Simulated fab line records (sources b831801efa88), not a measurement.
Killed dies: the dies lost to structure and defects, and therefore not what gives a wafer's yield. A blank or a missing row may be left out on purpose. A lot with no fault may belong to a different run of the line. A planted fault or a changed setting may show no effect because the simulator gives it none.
A single fault, viewed from 2 desks | flow sky130 | each desk holds nothing but its own numbers, with what lay behind them at the end

TOOL OWNER'S DESK, lithoTrack-01
The tool's own readings at SKY_DNWELL_COAT_02 (resist thk 2942 nm): means of the sampled wafers that have a number, for each lot that ran on this tool. A lot is out of limits, marked OUT, if its mean lies more than 4 standard deviations from the usual mean; the brackets give that distance.
Columns: A = spinSpeedRpm at SKY_DNWELL_COAT_02, usual 2000.1 rpm
lot  | first seen here | A
L874 | day 2 23:30     | 2001.3
L875 | day 3 04:01     | 1999.8
L880 | day 4 12:34     | 1999.9
L894 | day 7 13:21     | 1815.1 (-99 or more) OUT
L895 | day 7 23:13     | 1814.6 (-99 or more) OUT
This desk's verdict: out of limits on L894, L895, starting with L894 at day 7 13:21 (spinSpeedRpm at SKY_DNWELL_COAT_02). L874, L875, L880: within limits.

FROM THE METROLOGY DESK
Lot by lot, what the gauges showed, no matter which tool ran the lot: averages of those sampled wafers that carry a number. A lot is out of limits, marked OUT, if its mean lies more than 4 standard deviations from the usual mean; the brackets give that distance.
Columns: A = FIELD_ISO_OXIDATION_00_THK at SKY_FIELD_ISO_THK_MEAS_02, usual 12.0 nm; B = DNWELL_TW at SKY_DNWELL_TW_MEAS_09, usual 1127
lot  | first seen here | A    | B
L874 | day 1 17:08     | 12.0 | 1111
L875 | day 1 22:55     | 12.0 | 1139
L876 | day 2 03:10     | 12.4 | 1126
L877 | day 2 09:11     | 11.5 | 1117
L878 | day 2 12:59     | 11.9 | 1124
L879 | day 2 17:38     | 12.1 | 1131
L880 | day 2 23:31     | 12.4 | 1120
L883 | day 3 13:38     | 11.5 | 1120
L893 | day 5 17:53     | 11.9 | 1119
L894 | day 5 22:20     | 12.0 | 1139
L895 | day 6 03:04     | 11.8 | 1145
L896 | day 6 06:38     | 12.3 | 1116
This desk's finding: nothing out of limits on any of the 12 lots.

PUT TOGETHER
The tool owner's desk had the chance to raise an alarm at day 7 13:21 on L894, L895.
The metrology desk saw nothing out of limits.
The metrology desk holds a record of L894, L895, inside its limits.
On lithoTrack-01, each named lot ran SKY_DNWELL_COAT_02.

WHAT WAS PUT IN BY THE SIMULATOR
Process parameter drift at SKY_DNWELL_COAT_02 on lithoTrack-01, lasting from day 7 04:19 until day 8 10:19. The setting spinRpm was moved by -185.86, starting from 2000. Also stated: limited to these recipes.
Shown lots that were struck: L894, L895.
Time in hours from fault onset to the first out-of-limits reading at each desk: the tool owner's desk, 9.
